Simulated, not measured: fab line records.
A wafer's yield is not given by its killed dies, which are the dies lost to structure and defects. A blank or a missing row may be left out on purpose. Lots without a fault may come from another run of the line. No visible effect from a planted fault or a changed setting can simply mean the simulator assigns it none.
Which tool is to blame? + flow gf180mcu + 15 lots with 45 wafers sampled at 4 steps, on a route of 602 steps

WHAT THE GAUGES READ, wafer by wafer
GF_M4_OVL_MEAS_15.
| lot  | measured     | on         | M4_OVL (nm) |
|------|--------------|------------|-------------|
| L721 | day 23 10:11 | overlay-01 | 0 3 2       |
| L723 | day 24 04:26 | overlay-02 | 6 11 12     |
| L725 | day 24 21:15 | overlay-01 | 10 7 12     |
| L726 | day 25 06:05 | overlay-02 | -3 -7 -3    |
| L727 | day 25 18:35 | overlay-01 | 21 10 13    |
| L728 | day 26 04:47 | overlay-01 | 4 -1 -3     |
| L730 | day 26 12:50 | overlay-01 | 4 2 8       |
| L731 | day 27 00:05 | overlay-01 | 3 8 0       |
| L733 | day 27 09:08 | overlay-01 | 14 13 12    |
| L735 | day 27 23:17 | overlay-01 | 2 7 9       |
| L738 | day 28 15:44 | overlay-02 | 9 4 10      |
| L739 | day 29 03:35 | overlay-02 | -1 0 8      |
| L740 | day 29 04:32 | overlay-02 | 1 2 2       |
| L741 | day 29 14:11 | overlay-01 | -2 8 -2     |
| L744 | day 30 13:59 | overlay-01 | -8 -3 2     |

GF_MIM_THK_MEAS_06.
| lot  | measured     | on            | MIM_CVD_05_THK (nm) |
|------|--------------|---------------|---------------------|
| L721 | day 24 10:56 | film_metro-03 | 41.8 43.5 42.5      |
| L723 | day 25 05:28 | film_metro-03 | 41.5 42.3 42.3      |
| L725 | day 25 21:16 | film_metro-03 | 41.9 42.1 43.0      |
| L726 | day 26 06:35 | film_metro-03 | 41.5 41.7 42.5      |
| L727 | day 26 18:49 | film_metro-03 | 42.4 42.1 42.9      |
| L728 | day 27 04:50 | film_metro-02 | 40.8 41.5 41.9      |
| L730 | day 27 12:13 | film_metro-02 | 42.0 41.9 42.6      |
| L731 | day 27 23:13 | film_metro-02 | 41.8 42.8 42.5      |
| L733 | day 28 08:56 | film_metro-01 | 41.6 42.0 42.2      |
| L735 | day 28 21:35 | film_metro-01 | 41.8 41.2 42.6      |
| L738 | day 29 13:52 | film_metro-02 | 42.1 42.2 42.9      |
| L739 | day 30 01:56 | film_metro-02 | 42.4 42.7 42.9      |
| L740 | day 30 02:36 | film_metro-01 | 42.1 43.1 42.7      |
| L741 | day 30 11:37 | film_metro-02 | 41.5 42.1 43.0      |
| L744 | day 31 11:02 | film_metro-03 | 42.0 42.1 42.9      |

EACH LOT AND THE TOOL THAT RAN IT (in order: tool; ch and the chambers of the sampled wafers; start)
| lot  | GF_MVPSD_DEVELOP_06               | GF_M4_SPUTTER_04             |
|------|-----------------------------------|------------------------------|
| L721 | litho_track-01 ch 0, day 5 02:00  | pvd_sputter-02, day 22 11:36 |
| L723 | litho_track-01 ch 0, day 5 12:00  | pvd_sputter-03, day 23 06:13 |
| L725 | litho_track-02 ch 0, day 5 22:00  | pvd_sputter-03, day 23 23:40 |
| L726 | litho_track-02 ch 0, day 6 02:00  | pvd_sputter-02, day 24 08:37 |
| L727 | litho_track-01 ch 0, day 6 12:00  | pvd_sputter-01, day 24 21:13 |
| L728 | litho_track-02 ch 0, day 6 16:00  | pvd_sputter-03, day 25 07:56 |
| L730 | litho_track-01 ch 0, day 7 06:00  | pvd_sputter-03, day 25 15:10 |
| L731 | litho_track-01 ch 0, day 7 12:00  | pvd_sputter-03, day 26 03:27 |
| L733 | litho_track-03 ch 0, day 7 22:00  | pvd_sputter-01, day 26 12:25 |
| L735 | litho_track-03 ch 0, day 8 12:00  | pvd_sputter-01, day 27 02:55 |
| L738 | litho_track-01 ch 0, day 9 03:00  | pvd_sputter-02, day 27 19:41 |
| L739 | litho_track-01 ch 0, day 9 13:00  | pvd_sputter-02, day 28 08:37 |
| L740 | litho_track-01 ch 0, day 9 19:00  | pvd_sputter-03, day 28 09:04 |
| L741 | litho_track-01 ch 0, day 9 22:00  | pvd_sputter-01, day 28 18:43 |
| L744 | litho_track-02 ch 0, day 10 17:00 | pvd_sputter-02, day 29 18:54 |
- GF_MVPSD_DEVELOP_06: develop time 60 s.
- GF_M4_SPUTTER_04: material TiN, target thk 50 nm, time 41.7 s.

AS READ BY THE TOOLS THEMSELVES (means over the sampled wafers that have a number; for cases with no such wafer, the mark the record gives instead)
GF_MVPSD_DEVELOP_06.
| lot  | tool           | chill_plate_temp_C (C) | developer_temp_C (C) |
|------|----------------|------------------------|----------------------|
| L721 | litho_track-01 | 23.00                  | 22.95                |
| L723 | litho_track-01 | 23.05                  | 22.98                |
| L725 | litho_track-02 | 22.89                  | 23.14                |
| L726 | litho_track-02 | 23.05                  | 23.17                |
| L727 | litho_track-01 | 23.05                  | 23.02                |
| L728 | litho_track-02 | 23.00                  | 22.99                |
| L730 | litho_track-01 | 23.08                  | 22.92                |
| L731 | litho_track-01 | 22.99                  | 23.12                |
| L733 | litho_track-03 | 23.04                  | 22.87                |
| L735 | litho_track-03 | 22.97                  | 22.95                |
| L738 | litho_track-01 | 22.87                  | 22.83                |
| L739 | litho_track-01 | 22.96                  | 21.95                |
| L740 | litho_track-01 | 22.93                  | 22.14                |
| L741 | litho_track-01 | 22.97                  | 22.00                |
| L744 | litho_track-02 | 23.01                  | 22.96                |

GF_M4_SPUTTER_04.
| lot  | tool           | throttle_valve_pct (%) |
|------|----------------|------------------------|
| L721 | pvd_sputter-02 | 29.1                   |
| L723 | pvd_sputter-03 | 29.8                   |
| L725 | pvd_sputter-03 | 29.7                   |
| L726 | pvd_sputter-02 | 28.8                   |
| L727 | pvd_sputter-01 | 30.4                   |
| L728 | pvd_sputter-03 | 29.9                   |
| L730 | pvd_sputter-03 | 30.0                   |
| L731 | pvd_sputter-03 | 29.4                   |
| L733 | pvd_sputter-01 | 30.9                   |
| L735 | pvd_sputter-01 | 30.2                   |
| L738 | pvd_sputter-02 | 29.4                   |
| L739 | pvd_sputter-02 | 28.8                   |
| L740 | pvd_sputter-03 | 29.2                   |
| L741 | pvd_sputter-01 | 30.4                   |
| L744 | pvd_sputter-02 | 29.6                   |

THE ANSWER, worked out from the rows above alone
Rule: the usual values come from the lots themselves. Put in order of their means at a reading, lots are off if they are a third of the lots or fewer, leave a main group of 4 or more, and stand apart from it by a gap of 3 or more times the standard deviation of the main group's means; of several such gaps the widest counts. A main group whose means are all the same, to the digits that the tables above print for the reading, isn't used. Also off: a lot with no number at a reading for which 4 or more lots have one. Any other lot the step has rows for is counted as sound. Order of review: gauges by route order, followed by the tools' own readings, for which a lot's mean as printed above is used. The first step at which some lot is off is used, and at that step the reading that is off furthest; a lot without a number counts as furthest.
Off: L739, L740, L741, at GF_MVPSD_DEVELOP_06 (developer_temp_C). The main group: mean 22.99 C, standard deviation 0.1.
If a tool, at that step or one of the process steps before it, ran each lot that is off and ran no sound lot following the first of them, it fits. One candidate fits, namely litho_track-01 at GF_MVPSD_DEVELOP_06. Its last sound lot is L738 (day 9 03:00), its first lot that is off L739 (day 9 13:00): a fault that began between those two fits.
On the lots that are off, the tool's own readings at GF_MVPSD_DEVELOP_06 differ by more than 5 times the standard deviation of the sound lots' means, which bears it out; developer_temp_C reads 22.03 C there versus 22.99 C on the sound lots.

WHAT HAD BEEN PUT IN BY THE SIMULATOR
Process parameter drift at GF_MVPSD_DEVELOP_06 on litho_track-01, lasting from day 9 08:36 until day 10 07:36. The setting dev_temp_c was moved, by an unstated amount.
Shown lots that were struck: L739, L740, L741. Same finding as the rule above.
